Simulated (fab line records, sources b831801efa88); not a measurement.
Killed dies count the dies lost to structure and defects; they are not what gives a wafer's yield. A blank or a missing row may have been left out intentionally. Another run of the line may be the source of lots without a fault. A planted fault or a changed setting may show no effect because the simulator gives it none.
Which of the tools did it? :: flow sfq line :: Sampling: 14 lots, 42 wafers, 2 of 325 route steps

== WHAT EACH GAUGE READ, for each wafer ==
No reading from a measuring or inspecting step in the record can be judged against a usual standard deviation.

== TOOL THAT RAN EACH LOT (tool first, then ch and the chambers of the sampled wafers, then the start) ==
lot: L850
SFQ_TRILAYER_A5C_DEP_PECVD_142: pecvd-04 ch 0,1,2, day 55 09:14
SFQ_TRILAYER_C5_ETCH_VIA_ETCH_154: rie diel-02 ch 2,3, day 66 19:49

lot: L852
SFQ_TRILAYER_A5C_DEP_PECVD_142: pecvd-01 ch 0,2, day 58 22:35
SFQ_TRILAYER_C5_ETCH_VIA_ETCH_154: rie diel-02 ch 2,3, day 69 19:32

lot: L853
SFQ_TRILAYER_A5C_DEP_PECVD_142: pecvd-04 ch 0,1,2, day 58 23:47
SFQ_TRILAYER_C5_ETCH_VIA_ETCH_154: rie diel-04 ch 0,2,3, day 69 21:56

lot: L854
SFQ_TRILAYER_A5C_DEP_PECVD_142: pecvd-02 ch 1,2, day 59 03:24
SFQ_TRILAYER_C5_ETCH_VIA_ETCH_154: rie diel-02 ch 0,2, day 70 01:32

lot: L855
SFQ_TRILAYER_A5C_DEP_PECVD_142: pecvd-01 ch 0,1,2, day 59 06:59
SFQ_TRILAYER_C5_ETCH_VIA_ETCH_154: rie diel-02 ch 0,2,3, day 70 06:27

lot: L856
SFQ_TRILAYER_A5C_DEP_PECVD_142: pecvd-02 ch 2, day 59 09:23
SFQ_TRILAYER_C5_ETCH_VIA_ETCH_154: rie diel-04 ch 0,2, day 70 07:39

lot: L857
SFQ_TRILAYER_A5C_DEP_PECVD_142: pecvd-01 ch 0,1, day 59 11:47
SFQ_TRILAYER_C5_ETCH_VIA_ETCH_154: rie diel-04 ch 1,2,3, day 70 10:11

lot: L858
SFQ_TRILAYER_A5C_DEP_PECVD_142: pecvd-02 ch 1, day 59 15:23
SFQ_TRILAYER_C5_ETCH_VIA_ETCH_154: rie diel-03 ch 0,1, day 70 14:59

lot: L859
SFQ_TRILAYER_A5C_DEP_PECVD_142: pecvd-04 ch 0,1,2, day 60 03:43
SFQ_TRILAYER_C5_ETCH_VIA_ETCH_154: rie diel-02 ch 0,2,3, day 70 18:35

lot: L862
SFQ_TRILAYER_A5C_DEP_PECVD_142: pecvd-02 ch 1,2, day 61 13:19
SFQ_TRILAYER_C5_ETCH_VIA_ETCH_154: rie diel-03 ch 0,2,3, day 71 22:24

lot: L863
SFQ_TRILAYER_A5C_DEP_PECVD_142: pecvd-02 ch 0,1,2, day 61 21:38
SFQ_TRILAYER_C5_ETCH_VIA_ETCH_154: rie diel-02 ch 2,3, day 72 03:12

lot: L870
SFQ_TRILAYER_A5C_DEP_PECVD_142: pecvd-01 ch 1,2, day 64 11:55
SFQ_TRILAYER_C5_ETCH_VIA_ETCH_154: rie diel-02 ch 0,1, day 73 11:52

lot: L872
SFQ_TRILAYER_A5C_DEP_PECVD_142: pecvd-04 ch 0,2, day 64 22:27
SFQ_TRILAYER_C5_ETCH_VIA_ETCH_154: rie diel-02 ch 0,2,3, day 73 22:45

lot: L873
SFQ_TRILAYER_A5C_DEP_PECVD_142: pecvd-02 ch 1,2, day 65 00:52
SFQ_TRILAYER_C5_ETCH_VIA_ETCH_154: rie diel-03 ch 1,2,3, day 74 02:21
- SFQ_TRILAYER_A5C_DEP_PECVD_142: deposits SiO2 from SiH4/N2O, time 15.556 s, target thk 70 nm.
- SFQ_TRILAYER_C5_ETCH_VIA_ETCH_154: etches SiO2 in CHF3, stops on Nb, target depth 84 nm.

== WHAT THE TOOLS THEMSELVES READ (means of the sampled wafers that have a number; where no wafer has one, the mark that the record gives instead) ==
SFQ_TRILAYER_A5C_DEP_PECVD_142.
lot: L850
tool: pecvd-04
chamber pressure Torr (Torr): 2.399
heater power w (W): 89
throttle valve pct (%): 24.1

lot: L852
tool: pecvd-01
chamber pressure Torr (Torr): 2.399
heater power w (W): 81
throttle valve pct (%): 24.6

lot: L853
tool: pecvd-04
chamber pressure Torr (Torr): 2.403
heater power w (W): 92
throttle valve pct (%): 24.2

lot: L854
tool: pecvd-02
chamber pressure Torr (Torr): 2.393
heater power w (W): 82
throttle valve pct (%): 23.7

lot: L855
tool: pecvd-01
chamber pressure Torr (Torr): 2.399
heater power w (W): 88
throttle valve pct (%): 24.1

lot: L856
tool: pecvd-02
chamber pressure Torr (Torr): 2.406
heater power w (W): 68
throttle valve pct (%): 23.6

lot: L857
tool: pecvd-01
chamber pressure Torr (Torr): 2.395
heater power w (W): 76
throttle valve pct (%): 24.3

lot: L858
tool: pecvd-02
chamber pressure Torr (Torr): 2.397
heater power w (W): 97
throttle valve pct (%): 23.9

lot: L859
tool: pecvd-04
chamber pressure Torr (Torr): 2.398
heater power w (W): 89
throttle valve pct (%): 24.5

lot: L862
tool: pecvd-02
chamber pressure Torr (Torr): 2.396
heater power w (W): 83
throttle valve pct (%): 24.0

lot: L863
tool: pecvd-02
chamber pressure Torr (Torr): 2.403
heater power w (W): 92
throttle valve pct (%): 24.0

lot: L870
tool: pecvd-01
chamber pressure Torr (Torr): 2.399
heater power w (W): 86
throttle valve pct (%): 24.3

lot: L872
tool: pecvd-04
chamber pressure Torr (Torr): 2.401
heater power w (W): 90
throttle valve pct (%): 25.4

lot: L873
tool: pecvd-02
chamber pressure Torr (Torr): 2.401
heater power w (W): 89
throttle valve pct (%): 24.1

SFQ_TRILAYER_C5_ETCH_VIA_ETCH_154.
lot: L850
tool: rie diel-02
drypump motor current A (A): 6.1
oes product au (a.u.): 0.902

lot: L852
tool: rie diel-02
drypump motor current A (A): 6.1
oes product au (a.u.): 0.897

lot: L853
tool: rie diel-04
drypump motor current A (A): 5.4
oes product au (a.u.): 0.897

lot: L854
tool: rie diel-02
drypump motor current A (A): 6.1
oes product au (a.u.): 0.899

lot: L855
tool: rie diel-02
drypump motor current A (A): 6.0
oes product au (a.u.): 0.898

lot: L856
tool: rie diel-04
drypump motor current A (A): 5.1
oes product au (a.u.): 0.903

lot: L857
tool: rie diel-04
drypump motor current A (A): 5.4
oes product au (a.u.): 0.904

lot: L858
tool: rie diel-03
drypump motor current A (A): 6.6
oes product au (a.u.): 0.905

lot: L859
tool: rie diel-02
drypump motor current A (A): 6.0
oes product au (a.u.): 0.898

lot: L862
tool: rie diel-03
drypump motor current A (A): 6.1
oes product au (a.u.): 0.906

lot: L863
tool: rie diel-02
drypump motor current A (A): 6.1
oes product au (a.u.): 0.909

lot: L870
tool: rie diel-02
drypump motor current A (A): 5.6
oes product au (a.u.): 0.895

lot: L872
tool: rie diel-02
drypump motor current A (A): 6.0
oes product au (a.u.): 0.900

lot: L873
tool: rie diel-03
drypump motor current A (A): 6.3
oes product au (a.u.): 0.893

== THE ANSWER, worked out from the rows above alone ==
Rule: the lots themselves supply what counts as usual. The widest of any qualifying gaps counts: lots, ordered by their means at a reading, are off when they make up no more than a third of the lots, leave a main group of 4 or more, and stand apart from it by 3 or more times the standard deviation of that group's means. A main group is skipped when, at the precision printed for the reading in the tables above, its means are all equal. Also off: a lot with no number at a reading for which 4 or more lots have one. Where the step has rows for the other lots, those lots are counted as sound. Order of review: gauges by route order, followed by the tools' own readings, for which a lot's mean as printed above is used. The first step at which some lot is off is used, and at that step the reading that is off furthest; a lot without a number counts as furthest.
Nothing can be told from this: no lot is off at any reading shown.

== WHAT WAS PUT IN BY THE SIMULATOR ==
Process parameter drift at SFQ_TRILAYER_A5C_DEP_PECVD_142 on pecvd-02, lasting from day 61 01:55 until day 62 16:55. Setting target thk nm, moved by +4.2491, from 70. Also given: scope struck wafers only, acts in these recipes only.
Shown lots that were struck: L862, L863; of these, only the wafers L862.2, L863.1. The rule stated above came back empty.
